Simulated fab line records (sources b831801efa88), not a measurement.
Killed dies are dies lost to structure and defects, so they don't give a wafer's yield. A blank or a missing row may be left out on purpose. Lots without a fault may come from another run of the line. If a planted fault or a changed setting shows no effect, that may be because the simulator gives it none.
fab line records ; flow sfq_line
[record] lots = 13; wafers = 39; last_day = 91
route steps=325 shown L0@5 I0@44 M3@131 I6@266
lots with no fault: from the same line, run without faults
start_h: start of the lot's first displayed wafer, in hours after the record's first day ; wait_h: time in hours since the lot's previous step ; " repeats the value in the row above ; L1.1+2: several wafers, shown together as one row ; - no value, or no start was given ; * or withheld: withheld ; < > ~ a bound
route shown NAME@n: NAME is a module with steps in the file, n the number in the route of the first one ; usual: average and standard deviation across the fault-free wafers ; same: alike in all rows ; chamber/n: place in a boat ; sites: the reading at each site ; _std_site: how widely they spread, as a standard deviation ; _edge_site: inner sites' mean taken away from outer sites' mean ; radius_mm: for every site, how far away it sits from the centre of the wafer ; mask NAME#n: copy n ; behind: the most recent tool/chamber to have shaped the wafer ; hold: why the lot went on hold/how many hours it stayed there/how the hold came to an end ; device: the n, p or np transistor that did not switch ; end of line: the same wafers' tests at the end of the route ; step lacking rows: just its recipe ; killed: the dies lost at the first sort to structure and to defects; this is not the yield of the wafer ; map: a wafer's dies, x killed, . not, _ none there
set.NAME: the run value of the setting; set.NAME@STEP: its run value at that earlier step ; model.NAME: the simulator's own value behind a step, which no gauge read
route steps across a sampled set of lots; one table per step, one row per wafer
services: a tool's chamber out of use, with start hour (start_h, from the record's first day; less than 0 if before it), hours out, and reason
[[steps]]
[step SFQ_L0_THK_MEAS_902]
[recipe] thk_meas_gauge = xrf; reads = MoNx_KI_of_TRILAYER_L0_DEP_SPUTTER_003
[usual] L0_MONX_KI_THK = 39.7/0.5
lot.wafer;tool;chamber;start_h;wait_h;L0_MONX_KI_THK[nm]
L335.1;film_metro-02;-;12.68;0.1;39.8
L335.2;film_metro-02;-;12.68;0.1;40.0
L335.6;film_metro-02;-;12.68;0.1;40.2
L336.1;film_metro-04;-;17.68;0.1;39.4
L336.4;film_metro-04;-;17.68;0.1;38.9
L336.6;film_metro-04;-;17.68;0.1;39.8
L337.3;film_metro-03;-;22.70;0.1;39.5
L337.4;film_metro-03;-;22.70;0.1;38.9
L337.5;film_metro-03;-;22.70;0.1;38.6
L338.2;film_metro-02;-;27.69;0.1;39.8
L338.5;film_metro-02;-;27.69;0.1;39.8
L338.6;film_metro-02;-;27.69;0.1;40.4
L339.1;film_metro-02;-;32.68;0.1;40.4
L339.4;film_metro-02;-;32.68;0.1;40.2
L339.6;film_metro-02;-;32.68;0.1;40.3
L340.1;film_metro-02;-;37.68;0.1;40.0
L340.4;film_metro-02;-;37.68;0.1;40.2
L340.6;film_metro-02;-;37.68;0.1;40.4
L341.2;film_metro-03;-;42.69;0.1;39.9
L341.3;film_metro-03;-;42.69;0.1;39.4
L341.5;film_metro-03;-;42.69;0.1;40.4
L342.2;film_metro-03;-;47.69;0.1;39.8
L342.3;film_metro-03;-;47.69;0.1;39.7
L342.4;film_metro-03;-;47.69;0.1;40.1
L343.1;film_metro-02;-;52.68;0.1;40.3
L343.2;film_metro-02;-;52.68;0.1;40.6
L343.3;film_metro-02;-;52.68;0.1;39.8
L351.1;film_metro-03;-;92.68;0.1;40.0
L351.4;film_metro-03;-;92.68;0.1;39.8
L351.6;film_metro-03;-;92.68;0.1;40.3
L353.1;film_metro-04;-;102.68;0.1;39.9
L353.3;film_metro-04;-;102.68;0.1;40.3
L353.6;film_metro-04;-;102.68;0.1;40.1
L355.2;film_metro-04;-;112.69;0.1;39.9
L355.3;film_metro-04;-;112.69;0.1;40.3
L355.5;film_metro-04;-;112.69;0.1;40.5
L356.2;film_metro-04;-;117.69;0.1;39.4
L356.3;film_metro-04;-;117.69;0.1;39.7
L356.6;film_metro-04;-;117.69;0.1;39.4
[step SFQ_TRILAYER_I0_CMP_CMP_028]
[recipe] material = SiO2; down_force_psi = 3; platen_rpm = 60; pad_velocity_m_s = 0.94248
[usual] motor_current_A = 10.3/1.4; time_to_endpoint_s = 215/7.9
lot.wafer;tool;chamber;start_h;wait_h;motor_current_A;time_to_endpoint_s
L335.2;cmp-01;2;129.83;11.9;10.8;210
L335.1;cmp-01;1;131.33;13.4;7.5;219
L335.6;cmp-01;2;131.33;13.4;10.5;213
L336.4;cmp-01;2;136.33;12.4;10.9;218
L336.1;cmp-01;3;136.33;12.4;10.4;210
L336.6;cmp-01;2;138.33;14.4;10.6;214
L337.3;cmp-02;2;139.45;9.5;11.6;227
L337.4;cmp-02;0;140.45;10.5;10.7;232
L337.5;cmp-02;2;141.45;11.5;11.7;228
L338.2;cmp-01;3;148.33;12.8;10.6;209
L338.6;cmp-01;2;149.83;14.3;10.1;213
L338.5;cmp-01;3;149.83;14.3;10.7;221
L339.4;cmp-01;3;150.83;10.0;10.1;213
L339.1;cmp-01;1;151.83;11.1;7.6;218
L339.6;cmp-01;0;153.33;12.5;12.3;219
L340.4;cmp-02;2;154.95;7.6;11.4;220
L340.1;cmp-02;3;154.95;7.6;8.8;208
L340.6;cmp-02;2;156.95;9.6;11.6;218
L341.2;cmp-02;1;157.95;9.0;10.0;210
L341.3;cmp-02;3;158.95;10.0;8.6;216
L341.5;cmp-02;1;159.95;11.0;9.9;214
L342.3;cmp-02;0;166.45;1.9;9.6;207
L342.4;cmp-02;1;166.45;1.9;10.0;207
L342.2;cmp-02;3;167.95;3.4;8.5;207
L343.2;cmp-01;3;178.15;1.7;10.4;215
L343.3;cmp-01;0;178.15;1.7;12.3;206
L343.1;cmp-01;1;178.15;1.7;8.0;219
L351.4;cmp-01;0;223.60;5.4;12.7;223
L351.1;cmp-01;1;223.60;5.4;7.7;234
L351.6;cmp-01;2;223.60;5.4;10.5;219
L353.1;cmp-01;1;231.60;2.7;7.5;234
L353.3;cmp-01;0;233.10;4.2;11.6;207
L353.6;cmp-01;2;234.10;5.1;9.9;214
L355.2;cmp-02;3;244.29;4.6;8.7;206
L355.3;cmp-02;0;244.29;4.6;9.7;210
L355.5;cmp-02;3;246.29;6.5;9.1;209
L356.3;cmp-02;1;250.29;2.2;9.6;217
L356.2;cmp-02;2;250.29;2.2;11.3;211
L356.6;cmp-02;0;251.79;3.6;10.1;222
[step SFQ_TRILAYER_I0_METRO_MEASURE_029]
[usual] thk_nm = 199.9/1
lot.wafer;tool;chamber;start_h;wait_h;thk_nm
L335.1;film_metro-01;-;132.95;0.1;201.4
L335.2;film_metro-01;-;132.95;0.1;199.6
L335.6;film_metro-01;-;132.95;0.1;200.0
L336.1;film_metro-02;-;138.95;0.1;199.7
L336.4;film_metro-02;-;138.95;0.1;200.9
L336.6;film_metro-02;-;138.95;0.1;201.6
L337.3;film_metro-02;-;142.97;0.5;200.8
L337.4;film_metro-02;-;142.97;0.5;198.3
L337.5;film_metro-02;-;142.97;0.5;201.9
L338.2;film_metro-03;-;151.15;0.3;199.5
L338.5;film_metro-03;-;151.15;0.3;199.9
L338.6;film_metro-03;-;151.15;0.3;199.6
L339.1;film_metro-02;-;153.95;0.1;201.8
L339.4;film_metro-02;-;153.95;0.1;200.0
L339.6;film_metro-02;-;153.95;0.1;200.1
L340.1;film_metro-03;-;157.57;0.1;198.7
L340.4;film_metro-03;-;157.57;0.1;199.5
L340.6;film_metro-03;-;157.57;0.1;199.8
L341.2;film_metro-03;-;160.77;0.3;199.6
L341.3;film_metro-03;-;160.77;0.3;200.3
L341.5;film_metro-03;-;160.77;0.3;199.1
L342.2;film_metro-01;-;169.77;0.3;201.1
L342.3;film_metro-01;-;169.77;0.3;200.3
L342.4;film_metro-01;-;169.77;0.3;200.4
L343.1;film_metro-03;-;181.27;0.1;200.0
L343.2;film_metro-03;-;181.27;0.1;197.5
L343.3;film_metro-03;-;181.27;0.1;198.9
L351.1;film_metro-02;-;225.72;0.1;185.6
L351.4;film_metro-02;-;225.72;0.1;183.7
L351.6;film_metro-02;-;225.72;0.1;199.2
L353.1;film_metro-03;-;234.72;0.1;186.8
L353.3;film_metro-03;-;234.72;0.1;199.8
L353.6;film_metro-03;-;234.72;0.1;200.1
L355.2;film_metro-03;-;247.11;0.3;200.2
L355.3;film_metro-03;-;247.11;0.3;198.7
L355.5;film_metro-03;-;247.11;0.3;199.6
L356.2;film_metro-03;-;253.11;0.3;202.2
L356.3;film_metro-03;-;253.11;0.3;199.7
L356.6;film_metro-03;-;253.11;0.3;199.2
[step SFQ_TRILAYER_I0_VIA_ETCH_VIA_ETCH_034]
[recipe] target = SiO2; stop_on = Nb; mask_material = PR; taper_deg = 20; chemistry = CHF3; target_depth_nm = 260; source_w = 500; bias_w = 80; pressure_mtorr = 30; time_s = withheld
[usual] drypump_motor_current_A = 5.6/0.53; oes_product_au = 0.854/0.0048
lot.wafer;tool;chamber;start_h;wait_h;drypump_motor_current_A;oes_product_au
L335.1;rie_diel-02;0;222.01;0.0;5.9;0.857
L335.2;rie_diel-02;1;222.01;0.0;5.4;0.852
L335.6;rie_diel-02;2;222.01;0.0;5.7;0.848
L336.1;rie_diel-01;2;227.99;0.0;5.8;0.856
L336.4;rie_diel-01;0;227.99;0.0;6.4;0.855
L336.6;rie_diel-01;1;227.99;0.0;4.9;0.860
L337.3;rie_diel-01;0;233.99;0.0;6.4;0.853
L337.4;rie_diel-01;3;233.99;0.0;5.9;0.851
L337.5;rie_diel-01;3;233.99;0.0;5.9;0.857
L338.2;rie_diel-01;0;242.39;0.0;6.4;0.843
L338.5;rie_diel-01;0;242.39;0.0;6.4;0.853
L338.6;rie_diel-01;1;242.39;0.0;4.9;0.848
L339.1;rie_diel-01;3;247.19;0.0;5.8;0.863
L339.4;rie_diel-01;0;247.19;0.0;6.4;0.851
L339.6;rie_diel-01;1;247.19;0.0;4.9;0.851
L340.1;rie_diel-03;3;249.59;0.0;4.9;0.850
L340.4;rie_diel-03;2;249.59;0.0;5.7;0.853
L340.6;rie_diel-03;1;249.59;0.0;5.6;0.858
L341.2;rie_diel-01;3;252.05;0.0;5.8;0.861
L341.3;rie_diel-01;0;252.05;0.0;6.4;0.856
L341.5;rie_diel-01;1;252.05;0.0;4.9;0.856
L342.2;rie_diel-02;0;261.59;0.0;5.9;0.864
L342.3;rie_diel-02;2;261.59;0.0;5.7;0.855
L342.4;rie_diel-02;1;261.59;0.0;5.4;0.857
L343.1;rie_diel-03;0;273.59;0.0;4.8;0.854
L343.2;rie_diel-03;3;273.59;0.0;4.9;0.850
L343.3;rie_diel-03;2;273.59;0.0;5.7;0.852
L351.1;rie_diel-02;1;343.78;0.0;5.4;0.825
L351.4;rie_diel-02;3;343.78;0.0;6.4;0.810
L351.6;rie_diel-02;0;343.78;0.0;5.9;0.855
L353.1;rie_diel-03;2;356.68;0.0;5.7;0.822
L353.3;rie_diel-03;3;356.68;0.0;4.9;0.856
L353.6;rie_diel-03;3;356.68;0.0;4.9;0.853
L355.2;rie_diel-01;1;371.08;0.0;4.9;0.851
L355.3;rie_diel-01;2;371.08;0.0;5.8;0.856
L355.5;rie_diel-01;1;371.08;0.0;4.9;0.844
L356.2;rie_diel-01;3;379.48;0.0;5.8;0.863
L356.3;rie_diel-01;1;379.48;0.0;4.9;0.852
L356.6;rie_diel-01;3;379.48;0.0;5.8;0.849
[step SFQ_TRILAYER_M3_STRIP_STRIP_079]
[recipe] gas = O2; power_w = 200; platen_temp_c = 40; overash_fraction = 0.65; chemistry = O2; pressure_mtorr = 50
[usual] drypump_motor_current_A = 5.5/0.54; oes_product_au = 1.004/0.0083
[same] overash_fraction = 0.65
lot.wafer;tool;chamber;start_h;wait_h;drypump_motor_current_A;oes_product_au;rf_hours_counter_h
L335.1;rie_metal-04;1;844.29;0.1;6.2;1.000;95
L335.2;rie_metal-04;0;844.29;0.1;5.0;1.011;151
L335.6;rie_metal-04;0;844.29;0.1;5.0;0.999;-
L336.1;rie_metal-04;1;855.09;0.1;6.2;1.005;97
L336.4;rie_metal-04;1;855.09;0.1;6.2;1.002;-
L336.6;rie_metal-04;0;855.09;0.1;5.0;0.994;-
L337.3;rie_metal-01;0;860.09;0.2;5.8;1.001;-
L337.4;rie_metal-01;1;860.09;0.2;5.0;1.016;-
L337.5;rie_metal-01;1;860.09;0.2;5.0;1.010;-
L338.2;rie_metal-02;1;881.31;0.1;4.8;1.006;115
L338.5;rie_metal-02;0;881.31;0.1;5.8;0.992;-
L338.6;rie_metal-02;1;881.31;0.1;4.8;1.003;-
L339.1;rie_metal-04;1;885.09;0.2;6.2;0.997;101
L339.4;rie_metal-04;1;885.09;0.2;6.2;0.995;-
L339.6;rie_metal-04;1;885.09;0.2;6.2;0.997;-
L340.1;rie_metal-02;0;888.51;0.1;5.8;1.004;27
L340.4;rie_metal-02;1;888.51;0.1;4.8;0.998;-
L340.6;rie_metal-02;0;888.51;0.1;5.8;1.004;-
L341.2;rie_metal-01;0;904.06;0.1;5.8;0.977;150
L341.3;rie_metal-01;0;904.06;0.1;5.9;0.988;-
L341.5;rie_metal-01;0;904.06;0.1;5.8;0.995;-
L342.2;rie_metal-01;0;918.75;0.1;5.8;0.996;151
L342.3;rie_metal-01;1;918.75;0.1;5.0;1.010;-
L342.4;rie_metal-01;0;918.75;0.1;5.8;0.991;-
L343.1;rie_metal-04;1;921.27;0.2;6.1;1.007;109
L343.2;rie_metal-04;1;921.27;0.2;6.1;1.000;-
L343.3;rie_metal-04;1;921.27;0.2;6.1;0.992;-
L351.1;rie_metal-02;0;981.19;0.1;5.8;1.002;37
L351.4;rie_metal-02;1;981.19;0.1;4.8;1.022;-
L351.6;rie_metal-02;1;981.19;0.1;4.8;1.016;-
L353.1;rie_metal-01;1;991.90;0.1;5.0;1.009;140
L353.3;rie_metal-01;0;991.90;0.1;5.8;1.003;-
L353.6;rie_metal-01;1;991.90;0.1;5.0;1.004;-
L355.2;rie_metal-04;0;1015.90;0.1;5.1;1.002;10
L355.3;rie_metal-04;1;1015.90;0.1;6.2;1.003;-
L355.5;rie_metal-04;1;1015.90;0.1;6.1;1.007;-
L356.2;rie_metal-02;1;1029.97;0.1;4.8;1.021;133
L356.3;rie_metal-02;0;1029.97;0.1;5.8;1.015;-
L356.6;rie_metal-02;0;1029.97;0.1;5.8;0.996;-
[step SFQ_TRILAYER_I6_DEP_PECVD_165]
[recipe] material = SiO2; temp_c = 150; time_s = 111.11; pressure_torr = 2.4; rf_w = 183.3; precursor = SiH4/N2O; target_thk_nm = 500
[usual] heater_power_w = 83/13; throttle_valve_pct = 24.0/1.6
[same] time_s = 111.11
lot.wafer;tool;chamber;start_h;wait_h;heater_power_w;throttle_valve_pct
L335.1;pecvd-01;2;1737.59;0.0;105;24.8
L335.2;pecvd-01;0;1737.59;0.0;98;25.6
L335.6;pecvd-01;0;1737.59;0.0;81;25.0
L336.1;pecvd-04;1;1753.77;0.0;85;22.1
L336.4;pecvd-04;2;1753.77;0.0;98;21.5
L336.6;pecvd-04;0;1753.77;0.0;75;23.0
L337.3;pecvd-01;1;1754.97;0.0;76;24.5
L337.4;pecvd-01;2;1754.97;0.0;110;24.9
L337.5;pecvd-01;1;1754.97;0.0;78;24.4
L338.2;pecvd-04;0;1756.17;0.0;83;23.2
L338.5;pecvd-04;1;1756.17;0.0;86;22.1
L338.6;pecvd-04;2;1756.17;0.0;96;21.8
L339.1;pecvd-03;2;1789.09;0.0;68;26.6
L339.4;pecvd-03;0;1789.09;0.0;89;25.0
L339.6;pecvd-03;2;1789.09;0.0;54;26.1
L340.1;pecvd-01;0;1790.46;0.0;91;25.5
L340.4;pecvd-01;1;1790.46;0.0;63;24.4
L340.6;pecvd-01;2;1790.46;0.0;109;24.6
L341.2;pecvd-03;1;1791.52;0.0;73;25.7
L341.3;pecvd-03;2;1791.52;0.0;62;26.4
L341.5;pecvd-03;2;1791.52;0.0;66;26.0
L342.2;pecvd-04;2;1792.69;0.0;97;21.7
L342.3;pecvd-04;0;1792.69;0.0;80;23.3
L342.4;pecvd-04;0;1792.69;0.0;80;23.2
L343.1;pecvd-01;0;1793.90;0.0;80;25.6
L343.2;pecvd-01;1;1793.90;0.0;71;24.4
L343.3;pecvd-01;2;1793.90;0.0;118;25.0
L351.1;pecvd-03;2;1860.86;0.0;67;26.5
L351.4;pecvd-03;0;1860.86;0.0;82;25.2
L351.6;pecvd-03;2;1860.86;0.0;69;26.2
L353.1;pecvd-03;2;1868.24;0.0;55;26.2
L353.3;pecvd-03;1;1868.24;0.0;79;26.0
L353.6;pecvd-03;2;1868.24;0.0;58;26.2
L355.2;pecvd-04;1;1875.26;0.0;72;22.5
L355.3;pecvd-04;2;1875.26;0.0;87;21.9
L355.5;pecvd-04;1;1875.26;0.0;77;22.5
L356.2;pecvd-04;2;1891.79;0.0;96;22.1
L356.3;pecvd-04;0;1891.79;0.0;77;23.5
L356.6;pecvd-04;1;1891.79;0.0;74;22.3
[[services]]
tool;chamber;start_h;hours;kind
rie_diel-01;3;142.82;12.8;repair
film_metro-03;-;169.04;1.1;pm
film_metro-03;-;177.06;0.7;pm
rie_diel-01;0;200.17;11.5;repair
cmp-01;-;203.08;3.6;pm
film_metro-03;-;238.36;0.9;repair
cmp-01;-;267.60;7.6;pm
cmp-01;-;278.40;0.3;repair
film_metro-03;-;298.25;4.5;repair
film_metro-03;-;322.21;0.8;pm
cmp-01;-;323.24;0.9;repair
cmp-01;-;328.69;2.9;repair
rie_diel-01;3;336.78;4.2;repair
rie_diel-01;3;383.55;12.7;repair
cmp-01;-;410.80;4.0;pm
film_metro-03;-;414.04;0.4;pm
film_metro-03;-;422.06;0.9;pm
rie_diel-01;0;453.48;3.1;repair
film_metro-03;-;535.35;1.1;pm
cmp-01;-;547.12;1.7;repair
rie_diel-01;2;548.00;8.2;repair
cmp-01;-;550.10;0.3;repair
cmp-01;-;558.56;5.6;repair
film_metro-03;-;567.21;2.8;pm
[[key]]
[first_sign] step = SFQ_TRILAYER_I0_METRO_MEASURE_029; reading = thk_nm; direction = down; sigmas = 14; usual = 199.9; struck = 185.4
[effect] step = SFQ_TRILAYER_I0_VIA_ETCH_VIA_ETCH_034; reading = oes_product_au; direction = down; sigmas = 7.3; usual = 0.854; struck = 0.819
met_at SFQ_TRILAYER_I0_CMP_CMP_028
struck_lots L351,L353
struck_wafers L351.1,L351.4,L353.1
not_acting_at SFQ_L0_THK_MEAS_902,SFQ_TRILAYER_M3_STRIP_STRIP_079,SFQ_TRILAYER_I6_DEP_PECVD_165
onset_between 178.15 223.60
[fault] kind = process_parameter_drift; tool = cmp-01; chamber = -; onset_h = 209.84; steps = SFQ_TRILAYER_I0_CMP_CMP_028; channel = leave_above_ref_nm; offset = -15; shape = step; end_h = 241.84; scope = struck_wafers_only; acts_in = these_recipes_only; stated = 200
